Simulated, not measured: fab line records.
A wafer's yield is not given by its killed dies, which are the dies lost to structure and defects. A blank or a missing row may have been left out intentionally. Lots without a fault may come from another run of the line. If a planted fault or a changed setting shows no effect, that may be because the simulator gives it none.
What tool caused it?    flow sky130    12 lots with 36 wafers sampled at 5 steps, on a route of 708 steps

== WHAT THE GAUGES READ, wafer by wafer ==
SKY_FIELD_ISO_THK_MEAS_23.
lot   measured     on            FIELD_ISO_OXIDATION_01_THK (nm)
L426  day 3 07:13  filmMetro-04  10.13 9.93 9.99
L427  day 3 07:13  filmMetro-03  9.69 9.84 9.77
L428  day 3 17:03  filmMetro-04  9.77 9.82 9.73
L435  day 5 00:33  filmMetro-04  10.04 10.08 9.97
L436  day 5 07:07  filmMetro-02  9.95 10.04 10.09
L437  day 5 08:17  filmMetro-04  10.21 10.22 10.20
L438  day 5 14:07  filmMetro-02  10.07 10.15 10.17
L439  day 5 18:03  filmMetro-03  10.05 9.93 10.04
L440  day 5 22:47  filmMetro-02  9.86 9.95 9.89
L441  day 6 03:45  filmMetro-02  10.34 10.23 10.10
L442  day 6 10:10  filmMetro-02  10.12 10.30 10.18
L446  day 7 10:49  filmMetro-03  10.26 10.17 10.38

SKY_VT_ADJUST_NCORE_TW_MEAS_11.
lot   measured      on            VT_ADJUST_NCORE_TW
L426  day 9 23:49   filmMetro-03  219.3 219.0 219.0
L427  day 10 00:11  filmMetro-03  219.7 219.2 219.1
L428  day 10 13:14  filmMetro-02  216.3 216.3 217.0
L435  day 12 05:29  filmMetro-02  214.7 215.6 215.3
L436  day 12 16:46  filmMetro-03  218.6 219.4 218.7
L437  day 12 18:50  filmMetro-02  216.9 214.4 215.5
L438  day 13 03:16  filmMetro-02  214.5 215.3 215.9
L439  day 13 06:29  filmMetro-04  230.6 230.4 229.9 230.9 230.4 229.9
L440  day 13 12:37  filmMetro-02  216.4 216.2 214.9
L441  day 13 19:41  filmMetro-04  230.3 230.7 229.2 231.6 231.2 230.0
L442  day 14 07:35  filmMetro-02  217.0 216.7 217.5
L446  day 15 16:45  filmMetro-03  219.7 220.4 220.8

SKY_SONOS_ONO_THK_MEAS_01.
lot   measured      on            SONOS_ONO_OXIDATION_THK (nm)
L426  day 13 00:44  filmMetro-02  2.66 2.60 2.58
L427  day 13 02:01  filmMetro-02  2.56 2.60 2.62
L428  day 13 15:40  filmMetro-03  2.65 2.62 2.57
L435  day 15 13:28  filmMetro-04  2.61 2.58 2.57
L436  day 16 02:37  filmMetro-04  2.59 2.55 2.57
L437  day 16 05:33  filmMetro-02  2.66 2.70 2.73
L438  day 16 15:17  filmMetro-04  2.69 2.67 2.69
L439  day 16 18:10  filmMetro-02  2.67 2.69 2.58
L440  day 17 02:11  filmMetro-02  2.59 2.57 2.58
L441  day 17 10:25  filmMetro-04  2.67 2.67 2.68
L442  day 17 22:14  filmMetro-03  2.56 2.52 2.54
L446  day 19 09:07  filmMetro-04  2.50 2.59 2.56

== WHICH TOOL RAN EACH LOT (tool, then ch and the chambers of the sampled wafers, then the start) ==
lot   SKY_VT_ADJUST_NCORE_IMPLANT_09   SKY_VT_ADJUST_PCH_STRIP_09
L426  implanter-03 ch 0, day 9 23:33   plasmaAsher-01 ch 0,1, day 11 23:09
L427  implanter-04 ch 0, day 9 23:57   plasmaAsher-02 ch 0,1, day 11 23:26
L428  implanter-01 ch 0, day 10 13:01  plasmaAsher-03 ch 0,1, day 12 12:21
L435  implanter-03 ch 0, day 12 05:16  plasmaAsher-03 ch 0,1, day 14 08:57
L436  implanter-01 ch 0, day 12 16:32  plasmaAsher-03 ch 0,1, day 14 19:29
L437  implanter-01 ch 0, day 12 18:35  plasmaAsher-01 ch 0,1, day 14 22:53
L438  implanter-01 ch 0, day 13 03:01  plasmaAsher-01 ch 0,1, day 15 09:03
L439  implanter-01 ch 0, day 13 06:15  plasmaAsher-03 ch 0,1, day 15 11:59
L440  implanter-03 ch 0, day 13 12:22  plasmaAsher-02 ch 0,1, day 15 18:41
L441  implanter-01 ch 0, day 13 19:26  plasmaAsher-01 ch 0,1, day 16 01:52
L442  implanter-04 ch 0, day 14 07:21  plasmaAsher-02 ch 0,1, day 16 14:43
L446  implanter-04 ch 0, day 15 16:30  plasmaAsher-01 ch 0,1, day 18 01:20
- SKY_VT_ADJUST_NCORE_IMPLANT_09
- SKY_VT_ADJUST_PCH_STRIP_09: strips in O2/N2.

== AS READ BY THE TOOLS THEMSELVES (means over the sampled wafers that have a number; for cases with no such wafer, the mark the record gives instead) ==
SKY_VT_ADJUST_NCORE_IMPLANT_09.
lot   tool          beamEnergyKeV  beamOnS (s)  endStationPressureTorr (Torr)  faradayCurrentUA
L426  implanter-03  9.998          10.04        4.87e-06                       13.49
L427  implanter-04  10.001         10.04        4.87e-06                       13.48
L428  implanter-01  10.000         10.09        5.21e-06                       13.45
L435  implanter-03  10.000         10.12        4.97e-06                       13.38
L436  implanter-01  10.003         10.12        4.74e-06                       13.42
L437  implanter-01  10.003         10.00        4.90e-06                       13.56
L438  implanter-01  9.998          10.16        4.98e-06                       13.34
L439  implanter-01  9.998          12.19        9.08e-05                       11.11
L440  implanter-03  10.004         9.83         4.94e-06                       13.77
L441  implanter-01  10.001         11.72        9.09e-05                       11.59
L442  implanter-04  10.000         10.06        4.91e-06                       13.46
L446  implanter-04  9.998          10.05        4.70e-06                       13.46

SKY_VT_ADJUST_PCH_STRIP_09.
lot   tool            drypumpMotorCurrentA (A)  oesProductAu (a.u.)  stripTimeToEndpointS (s)
L426  plasmaAsher-01  5.7                       0.723                36.91
L427  plasmaAsher-02  5.6                       0.725                36.84
L428  plasmaAsher-03  5.9                       0.718                36.88
L435  plasmaAsher-03  5.8                       0.723                36.97
L436  plasmaAsher-03  5.8                       0.724                37.01
L437  plasmaAsher-01  5.7                       0.718                36.96
L438  plasmaAsher-01  5.8                       0.726                36.93
L439  plasmaAsher-03  5.9                       0.721                36.89
L440  plasmaAsher-02  5.6                       0.721                36.94
L441  plasmaAsher-01  5.8                       0.724                36.88
L442  plasmaAsher-02  6.0                       0.718                36.86
L446  plasmaAsher-01  5.7                       0.721                36.81

== THE ANSWER, worked out from the rows above alone ==
Rule: what is usual is taken from the lots themselves. The widest of any qualifying gaps counts: lots, ordered by their means at a reading, are off when they make up no more than a third of the lots, leave a main group of 4 or more, and stand apart from it by 3 or more times the standard deviation of that group's means. Not used: any main group whose means are identical at the precision the tables above print for the reading. A lot without any number at a reading at which 4 lots or more have one is off too. The other lots that the step has rows for count as sound. The gauges are gone through in route order, then the tools' own readings, and for those a lot's mean is taken as printed above. The first step at which some lot is off is used, and at that step the reading that is off furthest; a lot without a number counts as furthest.
Off: L439, L441, seen at SKY_VT_ADJUST_NCORE_TW_MEAS_11 (VT_ADJUST_NCORE_TW). For the main group the mean is 217.3 and the standard deviation 1.8.
If a tool, at a process step before that reading, ran all the lots that are off and no sound lot after the first of them, it fits. The gauges at SKY_VT_ADJUST_NCORE_TW_MEAS_11 aren't tried: what is off there is off at SKY_VT_ADJUST_NCORE_IMPLANT_09 too, on other tools, and a gauge's error can't cause that. One candidate fits, namely implanter-01 at SKY_VT_ADJUST_NCORE_IMPLANT_09. Its last sound lot is L438 (day 13 03:01), its first lot that is off L439 (day 13 06:15): a fault that began between those two fits.
The tool's own readings at SKY_VT_ADJUST_NCORE_IMPLANT_09 bear it out: on the lots that are off they differ by more than 5 times the standard deviation of the sound lots' means. beamOnS reads 11.96 s there against 10.05 s on the sound lots; endStationPressureTorr reads 9.08e-05 Torr there against 4.91e-06 Torr on the sound lots; faradayCurrentUA reads 11.35 there against 13.48 on the sound lots.

== WHAT HAD BEEN PUT IN BY THE SIMULATOR ==
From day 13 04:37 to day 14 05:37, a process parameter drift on implanter-01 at SKY_VT_ADJUST_NCORE_IMPLANT_09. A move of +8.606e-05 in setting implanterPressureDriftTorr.
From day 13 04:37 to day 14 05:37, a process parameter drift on implanter-01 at SKY_VT_ADJUST_NCORE_IMPLANT_09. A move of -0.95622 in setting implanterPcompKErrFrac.
Lots struck among those shown: L439, L441. The rule given above showed the same thing.
